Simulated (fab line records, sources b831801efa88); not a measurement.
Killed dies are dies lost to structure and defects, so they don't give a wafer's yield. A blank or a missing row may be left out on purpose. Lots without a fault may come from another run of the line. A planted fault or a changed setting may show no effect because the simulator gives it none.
Split-lot experiment | flow gf180mcu | 5 lots, 23 wafers read, on a route of 602 steps

THE SPLIT
At GF_TOP_METAL_DEVELOP_13 (develop time 60 s), the setting develop_time_s was moved away from the recipe's 60 s on 8 of the 23 wafers read, by -4.3% to +14.2%. The other wafers ran this setting at the recipe's value.

The file shows no step between the split and the reading.

THE READING
cd_nm, in nm, at GF_TOP_METAL_CD_MEAS_14 (target cd 440 nm). Fault-free wafers of this fab line usually give 441 nm, standard deviation 3.3 nm.

wafer  | tool, chamber at the split | develop_time_s as run, s | against the recipe | cd_nm, nm | against lot-mates on the recipe
L074.1 | litho_track-03, 0          | 68.55                    | +14.2%             | 424       | -12
L074.2 | litho_track-03, 0          | 60                       | recipe             | 436       | -
L074.3 | litho_track-03, 0          | 60                       | recipe             | 436       | -
L074.4 | litho_track-03, 0          | 68.55                    | +14.2%             | 424       | -12
L074.6 | litho_track-03, 0          | 68.55                    | +14.2%             | 426       | -10
L076.1 | litho_track-01, 0          | 60                       | recipe             | 443       | -
L076.2 | litho_track-01, 0          | 60                       | recipe             | 440       | -
L076.4 | litho_track-01, 0          | 60                       | recipe             | 441       | -
L076.5 | litho_track-01, 0          | 60                       | recipe             | 441       | -
L076.6 | litho_track-01, 0          | 60                       | recipe             | 440       | -
L077.1 | litho_track-01, 0          | 60                       | recipe             | 440       | -
L077.5 | litho_track-01, 0          | 60                       | recipe             | 438       | -
L077.6 | litho_track-01, 0          | 60                       | recipe             | 441       | -
L078.1 | litho_track-01, 0          | 60                       | recipe             | 438       | -
L078.2 | litho_track-01, 0          | 60                       | recipe             | 441       | -
L078.4 | litho_track-01, 0          | 60                       | recipe             | 436       | -
L078.5 | litho_track-01, 0          | 62.56                    | +4.3%              | 433       | -5
L078.6 | litho_track-01, 0          | 62.56                    | +4.3%              | 437       | -1
L080.2 | litho_track-01, 0          | 57.41                    | -4.3%              | 449       | +6
L080.3 | litho_track-01, 0          | 57.41                    | -4.3%              | 448       | +5
L080.4 | litho_track-01, 0          | 60                       | recipe             | 443       | -
L080.5 | litho_track-01, 0          | 57.41                    | -4.3%              | 447       | +4
L080.6 | litho_track-01, 0          | 60                       | recipe             | 443       | -

THE FIT
A straight line over all 23 wafers: cd_nm changes by -1.17 nm for each +1% of develop_time_s; r = -0.93; the points scatter about the line by 2.5 nm.
The same after taking each lot's own level away (the mean of its wafers on the recipe; 23 wafers): -0.839 nm for each +1%; r = -0.96; scatter 1.4 nm.
On that fit, the largest move of develop_time_s shifts the reading by 12 nm.
The lots' own levels span 436.0 to 443.0 nm, that is 2.1 times the standard deviation above.
So the lot-to-lot level changes the slope: the two fits differ.
Check: with one of the wafers moved furthest among these (+14.2%) left out of the fit, the line predicts -11.5 nm for it against its lot-mates. It came out at -12 nm against them.

THE FILE'S OWN FIT
cd_nm changes by -0.864 nm for each +1% of develop_time_s, r = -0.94.
